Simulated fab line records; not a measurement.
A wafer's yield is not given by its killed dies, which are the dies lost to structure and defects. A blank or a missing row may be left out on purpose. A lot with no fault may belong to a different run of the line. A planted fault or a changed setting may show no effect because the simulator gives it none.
Which tool was responsible?    flow sky130    33 wafers from 11 lots sampled at 2 of the route's 708 steps

== WHAT THE GAUGES SHOWED, per wafer ==
SKY_GATE_OXIDE_THK_MEAS_02.
lot   measured      on             GATE_OXIDE_OXIDATION_00_THK (nm)
L638  day 13 05:04  film-metro-03  10.26 10.19 10.19
L639  day 13 07:50  film-metro-04  10.56 10.65 10.30
L641  day 13 22:40  film-metro-04  10.22 10.13 10.14
L644  day 15 04:14  film-metro-04  10.61 10.47 10.44
L647  day 16 10:45  film-metro-04  12.22 12.17 12.40 12.18 12.22 12.30
L648  day 16 17:34  film-metro-02  12.48 12.20 12.34 12.48 12.20 12.31
L655  day 18 18:03  film-metro-02  10.03 10.08 10.07
L656  day 19 09:21  film-metro-02  10.43 10.41 10.22
L657  day 19 12:33  film-metro-02  10.22 10.28 10.50
L658  day 19 22:48  film-metro-03  10.30 10.27 10.29
L660  day 20 19:56  film-metro-03  10.22 10.26 10.10

== WHICH TOOL RAN EACH LOT (tool, then ch and the chambers of the sampled wafers, then the start) ==
lot   SKY_GATE_OXIDE_OXIDATION_01
L638  furnace-01 ch 0, day 13 03:38
L639  furnace-01 ch 0, day 13 06:26
L641  furnace-02 ch 0, day 13 21:16
L644  furnace-02 ch 0, day 15 02:50
L647  furnace-02 ch 0, day 16 09:20
L648  furnace-02 ch 0, day 16 16:10
L655  furnace-01 ch 0, day 18 16:39
L656  furnace-01 ch 0, day 19 07:56
L657  furnace-01 ch 0, day 19 11:09
L658  furnace-01 ch 0, day 19 21:23
L660  furnace-02 ch 0, day 20 18:32
- SKY_GATE_OXIDE_OXIDATION_01: stabilise 600 s, purge 300 s, target thk 10.268 nm.

== THE ANSWER, worked out from the rows above alone ==
Rule: the usual values come from the lots themselves. Put in order of their means at a reading, lots are off if they are a third of the lots or fewer, leave a main group of 4 or more, and stand apart from it by a gap of 3 or more times the standard deviation of the main group's means; of several such gaps the widest counts. Not used: any main group whose means are identical at the precision the tables above print for the reading. A lot without any number at a reading at which 4 lots or more have one is off too. Where the step has rows for the other lots, those lots are counted as sound.
Off: L647, L648, at SKY_GATE_OXIDE_THK_MEAS_02 (GATE_OXIDE_OXIDATION_00_THK). Main group: mean 10.29 nm, sd 0.14.
A tool fits if, at a process step before that reading, it ran every lot that is off, and no sound lot after the first of them. Those tools and the gauges at SKY_GATE_OXIDE_THK_MEAS_02 are tried in the same way. No candidate that was tried fits.

== WHAT HAD BEEN PUT IN BY THE SIMULATOR ==
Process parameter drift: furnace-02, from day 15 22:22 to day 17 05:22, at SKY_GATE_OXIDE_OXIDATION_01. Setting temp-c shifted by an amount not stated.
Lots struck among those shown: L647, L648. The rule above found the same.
